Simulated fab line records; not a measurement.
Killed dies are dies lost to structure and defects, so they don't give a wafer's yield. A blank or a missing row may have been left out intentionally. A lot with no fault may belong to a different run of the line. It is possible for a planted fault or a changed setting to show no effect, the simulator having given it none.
A struck lot beside a sound one || flow sky130 || 30 out of 708 route steps
Sound: the wafers L318.3, L318.4, L318.6. Wafers L337.1, L337.2, L337.3 were the ones struck. Last of all comes the cause.
For every step that has rows: the tool of each side, followed by ch and its chambers, followed by its first start. Under that, the readings that differ: sound wafers || struck wafers || difference of the means || sigmas: that difference in standard deviations of wafers without a fault.
alike: a reading whose means differ by less than 2 such deviations, as well as words and numbers matching on both sides. not compared: withheld readings; readings where some wafer has no value; bounds like >300 that might hide an equal value; numbers whose values overlap and for which the record gives no deviation.
The two part at a step that has a row with sigmas, a row that says differs or no value, or rows on one side only. Non-overlapping numbers with no deviation appear without sigmas and do not part them. Lack of a reading on every wafer of one side parts them only where that side has two or more wafers.

SKY_PWDE_STRIP_09: strips in O2/N2.
  sound on plasmaAsher-01 ch 0,1, day 4 04:06; struck on plasmaAsher-01 ch 0,1, day 8 13:11
  alike: drypumpMotorCurrentA, oesProductAu, stripTimeToEndpointS
  not compared: rfHoursCounterH
SKY_PWDE_TW_MEAS_10:
  sound on filmMetro-02 at day 4 04:11; struck on filmMetro-02 at day 8 13:17
  alike: PWDE_TW
then, 7 steps without rows for these wafers: SKY_NWELL_DEHYDRATE_03 (time 60 s); SKY_NWELL_HMDS_04 (prime time 60 s); SKY_NWELL_COAT_05 (resist thk 3000 nm); SKY_NWELL_SOFTBAKE_06; SKY_NWELL_EXPOSE_07 (exposes mask NWM, target cd 840 nm); SKY_NWELL_PEB_08; SKY_NWELL_DEVELOP_09 (develop time 60 s).
SKY_NWELL_OVL_MEAS_10:
  sound on overlay-02 at day 4 20:26; struck on overlay-01 at day 9 10:20
  alike: NWELL_00_OVL
then, 2 steps without rows for these wafers: SKY_NWELL_IMPLANT_11; SKY_NWELL_IMPLANT_12.
SKY_NWELL_IMPLANT_13:
  sound on implanter-01 ch 0, day 4 20:49; struck on implanter-04 ch 0, day 9 10:41
{"reading": "doseIonsCm2", "sound": "7.011e+11 7.005e+11 7.003e+11", "struck": "2.209e+11 2.211e+11 2.196e+11", "difference": -4.801e+11, "sigmas": "-99 or more"}
{"reading": "faradayCurrentUA", "sound": "3.94 3.96 3.80", "struck": "1.25 1.21 1.27", "difference": -2.66, "sigmas": -33}
  alike: endStationPressureTorr
SKY_NWELL_STRIP_14: strips in O2/N2.
  sound on plasmaAsher-01 ch 0,1, day 4 20:56; struck on plasmaAsher-03 ch 0,1, day 9 10:50
{"reading": "stripTimeToEndpointS (s)", "sound": "36.79 36.78 36.85", "struck": "37.12 37.15 37.17", "difference": "+0.34", "sigmas": "+3"}
  alike: drypumpMotorCurrentA, oesProductAu
  not compared: rfHoursCounterH
SKY_NWELL_TW_MEAS_15:
  sound on filmMetro-04 at day 4 21:02; struck on filmMetro-02 at day 9 10:56
  alike: NWELL_TW
then, 7 steps without rows for these wafers: SKY_NWELL_DEHYDRATE_16 (time 60 s); SKY_NWELL_HMDS_17 (prime time 60 s); SKY_NWELL_COAT_18 (resist thk 3000 nm); SKY_NWELL_SOFTBAKE_19; SKY_NWELL_EXPOSE_20 (exposes mask NWM COMPLEMENT, target cd 840 nm); SKY_NWELL_PEB_21; SKY_NWELL_DEVELOP_22 (develop time 60 s).
SKY_NWELL_OVL_MEAS_23:
  sound on overlay-02 at day 5 14:59; struck on overlay-01 at day 10 08:45
  alike: NWELL_01_OVL
then, 1 step without rows for these wafers: SKY_NWELL_IMPLANT_24.
SKY_NWELL_STRIP_25: strips in O2/N2.
  sound on plasmaAsher-03 ch 0,1, day 5 15:12; struck on plasmaAsher-03 ch 0,1, day 10 08:56
{"reading": "stripTimeToEndpointS (s)", "sound": "36.92 36.92 36.93", "struck": "36.69 36.61 36.70", "difference": -0.26, "sigmas": -2}
  alike: drypumpMotorCurrentA, oesProductAu
  not compared: rfHoursCounterH
SKY_NWELL_TW_MEAS_26:
  sound on filmMetro-02 at day 5 15:17; struck on filmMetro-04 at day 10 09:02
  alike: NWELL_2_TW
then, 1 step without rows for these wafers: SKY_NWELL_CLEAN_27 (cleans in SC1/SC2, time 150 s).
SKY_NWELL_RTA_28: time 30 s.
  sound on rtpAnneal-02 ch 0, day 5 15:25; struck on rtpAnneal-02 ch 0, day 10 09:09
  alike: lampPowerPct, wafer_temp_C_max
SKY_NWELL_RS_MEAS_29: measures by four-point-probe.
  sound on filmMetro-04 at day 5 15:31; struck on filmMetro-02 at day 10 09:37
{"reading": "NWELL_RS (ohm/sq)", "sound": "626.4 627.6 625.2", "struck": "641.0 639.3 639.4", "difference": "+13.5", "sigmas": "+9"}
  not compared: hold
-- the record jumps here: 40 days lie between the struck wafers' starts before and after (it left off in module NWELL and takes up again in module PAD_OPEN, whose first step shown is number 708 of the route) --
SKY_PAD_OPEN_PROBE_99:
  sound on prober-01 at day 46 01:31; struck on prober-02 at day 50 04:44
{"reading": "model.etest.nfet_16v.rOnOhmUm", "sound": "1.421e+04 1.425e+04 1.425e+04", "struck": "1.471e+04 1.476e+04 1.48e+04", "difference": "+5.200e+02", "sigmas": ""}
{"reading": "model.etest.pfet_16v.rOnOhmUm", "sound": "1.502e+04 1.497e+04 1.515e+04", "struck": "1.468e+04 1.49e+04 1.479e+04", "difference": -2.567e+02, "sigmas": ""}
{"reading": "model.etest.pfetG5v0d10v5.rOnOhmUm", "sound": "4758 4768 4791", "struck": "4500 4519 4454", "difference": -281, "sigmas": ""}
{"reading": "model.etest.tip_p_5v.rsOhmSq", "sound": "2839 2842 2867", "struck": "2787 2782 2796", "difference": -61, "sigmas": ""}
{"reading": "model.etest.pfetG5v0d10v5.driveUaUm", "sound": "340.4 336.9 340.9", "struck": "366.9 363 368.7", "difference": "+26.8", "sigmas": ""}
{"reading": "model.etest.pfet_01v8_lvt.driveUaUm", "sound": "170.3 168.5 170.7", "struck": "190.2 189.7 190.4", "difference": "+20.3", "sigmas": ""}
{"reading": "model.etest.pfet_16v.driveUaUm", "sound": "242.2 243.3 241.6", "struck": "257.9 255.7 258.3", "difference": "+14.9", "sigmas": ""}
  alike: killed_at_M0_to_M3, killed_at_M4_up, killedAtContacts, killedAtFrontEnd, killedAtOther, killedDies, killedOpen, killedShort
  not compared: model.etest.tipP.rsOhmSq

WHERE THEY PART
At SKY_NWELL_IMPLANT_13 first; at SKY_NWELL_RS_MEAS_29 last (within this record only). Later steps at which nothing parts them and some readings are alike: SKY_PAD_OPEN_PROBE_99.

WHY: the cause the simulator had injected
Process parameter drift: implanter-04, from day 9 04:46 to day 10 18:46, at SKY_NWELL_IMPLANT_13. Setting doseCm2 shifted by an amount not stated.
